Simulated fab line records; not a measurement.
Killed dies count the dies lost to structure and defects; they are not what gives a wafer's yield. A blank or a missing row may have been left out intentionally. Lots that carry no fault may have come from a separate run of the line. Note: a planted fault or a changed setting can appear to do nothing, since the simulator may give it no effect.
2 desks looking at one fault -- flow sky130 -- what lay behind the numbers comes last; until then each desk has only its own

METROLOGY DESK
Lot by lot, what the gauges showed, no matter which tool ran the lot: averages of those sampled wafers that carry a number. If a lot's mean is further than 4 standard deviations from the usual mean, the lot is out of limits and carries the mark OUT (the distance appears in the brackets).
Columns: A = FIELD_ISO_CVD_03_THK at SKY_FIELD_ISO_THK_MEAS_04, usual 165.8 nm; B = FIELD_ISO_CVD_24_THK at SKY_FIELD_ISO_THK_MEAS_25, usual 591 nm; C = DNWELL_TW at SKY_DNWELL_TW_MEAS_09, usual 1112
lot,first seen here,A,B,C
L892,day 1 15:34,167.1,589,1131
L893,day 1 19:36,165.5,593,1105
L894,day 2 00:55,167.5,596,1107
L895,day 2 05:20,168.8,595,1131
L897,day 2 17:02,164.0,595,1102
L900,day 3 06:23,165.1,597,1103
L901,day 3 12:56,165.6,588,1104
L902,day 3 17:16,166.8,586,1137
L903,day 3 23:38,164.6,575,1134
L904,day 4 03:50,165.6,584,1104
L909,day 5 02:58,165.4,599,1133
L910,day 5 08:22,164.6,585,1106
L911,day 5 14:05,165.7,599,1101
L915,day 6 12:05,163.0,582,1108
Result from this desk: across the 14 lots, nothing is out of limits.

DESK OF THE TOOL OWNER: implanter-02
SKY_PWDE_IMPLANT_08, tool's own readings: per-lot mean of the sampled wafers with a number, covering each lot this tool ran. If a lot's mean is further than 4 standard deviations from the usual mean, the lot is out of limits and carries the mark OUT (the distance appears in the brackets).
Columns: A = beam_energy_keV at SKY_PWDE_IMPLANT_08, usual 150.01
lot,first seen here,A
L893,day 3 23:58,150.03
L901,day 6 04:51,150.00
L903,day 6 14:37,139.05 (-99 or more) OUT
L904,day 6 20:13,138.97 (-99 or more) OUT
This desk's finding: out of limits on L903, L904; first on L903, day 6 14:37 (beam_energy_keV at SKY_PWDE_IMPLANT_08). Within limits: L893, L901.

ALL TOGETHER
The tool owner's desk had the chance to raise an alarm at day 6 14:37 on L903, L904.
The metrology desk saw nothing out of limits.
The metrology desk has L903, L904 on record, within its limits.
On implanter-02, each named lot ran SKY_PWDE_IMPLANT_08.

WHAT THE SIMULATOR HAD INSERTED
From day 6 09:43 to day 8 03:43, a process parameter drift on implanter-02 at SKY_PWDE_IMPLANT_08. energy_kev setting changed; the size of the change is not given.
Struck lots among those shown: L903, L904.
Each desk's first reading out of limits, in hours after the fault started: the tool owner's desk, 5.
